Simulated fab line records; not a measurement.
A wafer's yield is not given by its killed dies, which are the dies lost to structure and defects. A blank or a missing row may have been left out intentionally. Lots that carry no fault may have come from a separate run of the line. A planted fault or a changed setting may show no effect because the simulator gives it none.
Which of the tools did it?    flow gf180mcu    Sampling: 13 lots, 39 wafers, 6 of 602 route steps

WHAT EACH GAUGE READ, for each wafer
GF_VT_IMPLANT_RS_MEAS_47: a four-point-probe measurement. Usual: for NWELL_RS the level is 488.1 ohm/sq and the standard deviation is 1.2.
lot   measured      on            NWELL_RS (ohm/sq)  flag
L237  day 7 13:10   filmMetro-02  486.8 487.8 486.7  
L238  day 7 18:59   filmMetro-02  487.3 487.7 486.9  
L239  day 7 22:34   filmMetro-02  486.0 486.8 487.1  
L240  day 8 10:21   filmMetro-03  488.1 488.3 489.8  
L241  day 8 16:01   filmMetro-04  487.1 487.7 484.8  
L244  day 9 09:51   filmMetro-04  487.9 487.0 488.5  
L246  day 10 02:28  filmMetro-02  489.5 487.9 490.4  
L251  day 11 11:38  filmMetro-04  487.1 488.5 487.0  
L254  day 12 07:34  filmMetro-04  488.5 489.7 489.0  
L255  day 12 12:52  filmMetro-04  488.5 487.6 487.3  
L257  day 13 06:08  filmMetro-02  488.6 488.0 488.9  
L259  day 13 17:19  filmMetro-02  486.8 487.7 488.2  
L260  day 13 22:56  filmMetro-03  488.2 487.6 486.7  

GF_HV_LDD_TW_MEAS_11. Usual: for HV_LDD_TW the level is 2425 and the standard deviation is 15.
lot   measured      on            HV_LDD_TW       flag
L237  day 9 23:40   filmMetro-04  2406 2402 2412  
L238  day 10 04:22  filmMetro-02  2442 2442 2443  
L239  day 10 09:40  filmMetro-02  2445 2448 2436  
L240  day 10 20:40  filmMetro-03  2417 2430 2435  
L241  day 11 04:49  filmMetro-03  2404 2420 2420  
L244  day 12 01:01  filmMetro-02  2423 2427 2421  
L246  day 12 16:52  filmMetro-04  2413 2408 2404  
L251  day 14 08:13  filmMetro-03  2433 2427 2417  
L254  day 15 05:22  filmMetro-04  2454 2461 2448  
L255  day 15 12:22  filmMetro-02  2698 2704 2701  OFF
L257  day 16 08:05  filmMetro-02  2718 2717 2723  OFF
L259  day 16 18:13  filmMetro-03  2421 2433 2437  
L260  day 17 01:32  filmMetro-02  2446 2435 2433  

GF_HV_LDD_RS_MEAS_53: a four-point-probe measurement. Usual: for HV_LDD_RS the level is 418.6 ohm/sq and the standard deviation is 0.9.
lot   measured      on            HV_LDD_RS (ohm/sq)  flag
L237  day 12 09:02  filmMetro-02  417.4 416.9 418.4   
L238  day 12 13:01  filmMetro-02  417.3 417.6 418.5   
L239  day 12 20:17  filmMetro-03  418.3 419.8 419.3   
L240  day 13 08:04  filmMetro-02  418.0 418.1 418.2   
L241  day 13 15:56  filmMetro-03  419.3 420.4 420.5   
L244  day 14 15:40  filmMetro-04  418.4 418.4 417.5   
L246  day 15 07:56  filmMetro-02  418.4 419.0 418.0   
L251  day 17 02:57  filmMetro-03  417.0 416.5 417.2   
L254  day 18 01:32  filmMetro-03  418.7 419.1 418.5   
L255  day 18 09:50  filmMetro-02  341.2 341.6 341.4   OFF
L257  day 19 06:58  filmMetro-03  340.4 340.6 341.1   OFF
L259  day 19 17:08  filmMetro-03  418.7 417.8 418.8   
L260  day 20 00:51  filmMetro-03  419.0 419.7 419.3   

GF_V1_THK_MEAS_01. Usual: for V1_CVD_00_THK the level is 599 nm and the standard deviation is 5.6.
lot   measured      on            V1_CVD_00_THK (nm)  flag
L237  day 17 00:49  filmMetro-04  595 595 593         
L238  day 17 07:49  filmMetro-01  608 610 611         
L239  day 17 15:08  filmMetro-01  595 596 600         
L240  day 18 04:47  filmMetro-01  606 601 600         
L241  day 18 12:17  filmMetro-04  597 599 603         
L244  day 19 17:18  filmMetro-04  599 599 605         
L246  day 20 12:08  filmMetro-03  600 598 593         
L251  day 22 08:05  filmMetro-01  606 604 596         
L254  day 23 07:32  filmMetro-01  601 594 598         
L255  day 23 15:47  filmMetro-01  589 591 591         
L257  day 24 12:13  filmMetro-04  597 595 598         
L259  day 24 22:04  filmMetro-03  593 591 595         
L260  day 25 02:56  filmMetro-04  603 594 599         

TOOL THAT RAN EACH LOT (tool first, then ch and the chambers of the sampled wafers, then the start)
lot   GF_HV_LDD_IMPLANT_09             GF_M1_SPUTTER_01
L237  implanter-02 ch 0, day 9 23:25   pvdSputter-03, day 16 01:39
L238  implanter-03 ch 0, day 10 04:08  pvdSputter-01, day 16 07:48
L239  implanter-03 ch 0, day 10 09:25  pvdSputter-02, day 16 14:57
L240  implanter-04 ch 0, day 10 20:26  pvdSputter-03, day 17 04:21
L241  implanter-04 ch 0, day 11 04:34  pvdSputter-03, day 17 12:40
L244  implanter-04 ch 0, day 12 00:47  pvdSputter-03, day 18 15:48
L246  implanter-02 ch 0, day 12 16:37  pvdSputter-03, day 19 10:43
L251  implanter-02 ch 0, day 14 07:59  pvdSputter-03, day 21 07:39
L254  implanter-03 ch 0, day 15 05:07  pvdSputter-01, day 22 07:39
L255  implanter-04 ch 0, day 15 12:07  pvdSputter-01, day 22 15:42
L257  implanter-04 ch 0, day 16 07:50  pvdSputter-01, day 23 12:33
L259  implanter-02 ch 0, day 16 17:58  pvdSputter-01, day 23 21:54
L260  implanter-03 ch 0, day 17 01:20  pvdSputter-01, day 24 03:55
- GF_HV_LDD_IMPLANT_09
- GF_M1_SPUTTER_01: material TiN, target thk 30 nm, time 25 s.

WHAT THE TOOLS THEMSELVES READ (means of the sampled wafers that have a number; where no wafer has one, the mark that the record gives instead)
GF_HV_LDD_IMPLANT_09. Usual: beamOnS 9.99 s, standard deviation 0.2; doseIonsCm2 1.0002e+14, standard deviation 1.2e+11; faradayCurrentUA 564, standard deviation 11.
lot   tool          beamOnS (s)  doseIonsCm2  faradayCurrentUA  flag
L237  implanter-02  9.96         1.0015e+14   565               
L238  implanter-03  10.01        9.9990e+13   562               
L239  implanter-03  10.02        1.0006e+14   562               
L240  implanter-04  9.94         9.9930e+13   567               
L241  implanter-04  9.94         9.9953e+13   567               
L244  implanter-04  9.82         9.9930e+13   575               
L246  implanter-02  9.82         1.0016e+14   574               
L251  implanter-02  10.01        1.0004e+14   563               
L254  implanter-03  10.06        1.0001e+14   561               
L255  implanter-04  9.97         1.5340e+14   865               OFF
L257  implanter-04  9.95         1.5354e+14   870               OFF
L259  implanter-02  9.98         9.9960e+13   567               
L260  implanter-03  9.84         1.0011e+14   571               

GF_M1_SPUTTER_01. Usual: 30.1 % for throttleValvePct, sd 1.1.
lot   tool           throttleValvePct (%)  flag
L237  pvdSputter-03  30.6                  
L238  pvdSputter-01  29.9                  
L239  pvdSputter-02  29.7                  
L240  pvdSputter-03  29.6                  
L241  pvdSputter-03  31.3                  
L244  pvdSputter-03  30.8                  
L246  pvdSputter-03  29.1                  
L251  pvdSputter-03  30.4                  
L254  pvdSputter-01  30.6                  
L255  pvdSputter-01  30.5                  
L257  pvdSputter-01  30.2                  
L259  pvdSputter-01  30.7                  
L260  pvdSputter-01  30.0                  

THE ANSWER, worked out from the rows above alone
Rule: a lot counts as off when the mean over its wafers that have a number is more than 3 standard deviations away from the usual mean. A lot without any number at a reading at which 4 lots or more have one is off too. Any other lot the step has rows for is counted as sound. The gauges are gone through in route order, then the tools' own readings, and for those a lot's mean is taken as printed above. The first step at which some lot is off is used, and at that step the reading that is off furthest; a lot without a number counts as furthest.
Off: L255, L257, seen at GF_HV_LDD_TW_MEAS_11 (HV_LDD_TW).
If a tool, at a process step before that reading, ran all the lots that are off and no sound lot after the first of them, it fits. Not tried: the gauges at GF_HV_LDD_TW_MEAS_11; whatever is off there is also off at GF_HV_LDD_IMPLANT_09, on other tools, and gauge error can't account for it. One fits: GF_HV_LDD_IMPLANT_09 on implanter-04. Its last sound lot is L244 (day 12 00:47), its first lot that is off L255 (day 15 12:07): a fault that began between those two fits.
The tool's own readings at GF_HV_LDD_IMPLANT_09 bear it out: on the lots that are off they differ by more than 5 times the standard deviation of the sound lots' means. doseIonsCm2 reads 1.5347e+14 there against 1.0003e+14 on the sound lots; faradayCurrentUA reads 868 there against 567 on the sound lots.

WHAT HAD BEEN PUT IN BY THE SIMULATOR
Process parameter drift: implanter-04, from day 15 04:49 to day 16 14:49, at GF_HV_LDD_IMPLANT_09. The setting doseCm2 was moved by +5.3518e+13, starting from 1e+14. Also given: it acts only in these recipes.
Shown lots that were struck: L255, L257. Same finding as the rule above.
